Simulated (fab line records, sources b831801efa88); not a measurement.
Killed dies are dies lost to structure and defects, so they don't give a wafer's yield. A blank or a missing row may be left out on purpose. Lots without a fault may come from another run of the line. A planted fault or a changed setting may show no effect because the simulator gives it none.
Which tool did it? | flow gf180mcu | 12 lots, 36 wafers sampled, at 1 step of a route of 602

WHAT THE GAUGES READ, wafer by wafer
GF_V3_BOW_MEAS_05.
lot  | measured     | on            | V3_BOW (um)
L075 | day 21 22:17 | film_metro-04 | 110 123 122
L077 | day 22 17:33 | film_metro-03 | 126 131 120
L079 | day 23 11:06 | film_metro-04 | 121 125 117
L081 | day 24 00:35 | film_metro-01 | 119 116 118
L083 | day 24 12:48 | film_metro-03 | 119 137 122
L085 | day 25 16:26 | film_metro-03 | 132 126 131
L087 | day 26 00:29 | film_metro-01 | 115 125 119
L089 | day 26 10:37 | film_metro-03 | 121 115 115
L091 | day 27 03:59 | film_metro-04 | 103 119 98
L093 | day 27 18:14 | film_metro-03 | 125 130 124
L095 | day 28 14:19 | film_metro-04 | 116 118 128
L097 | day 28 21:25 | film_metro-04 | 103 117 108

WHICH TOOL RAN EACH LOT (tool, then ch and the chambers of the sampled wafers, then the start)
The record holds no process step before these readings.

THE ANSWER, worked out from the rows above alone
Rule: what is usual is taken from the lots themselves. Put in order of their means at a reading, lots are off if they are a third of the lots or fewer, leave a main group of 4 or more, and stand apart from it by a gap of 3 or more times the standard deviation of the main group's means; of several such gaps the widest counts. A main group whose means are all the same, to the digits that the tables above print for the reading, isn't used. A lot without any number at a reading at which 4 lots or more have one is off too. The other lots that the step has rows for count as sound.
No lot is off at any reading shown: from this, nothing can be told.

WHAT THE SIMULATOR HAD PUT IN
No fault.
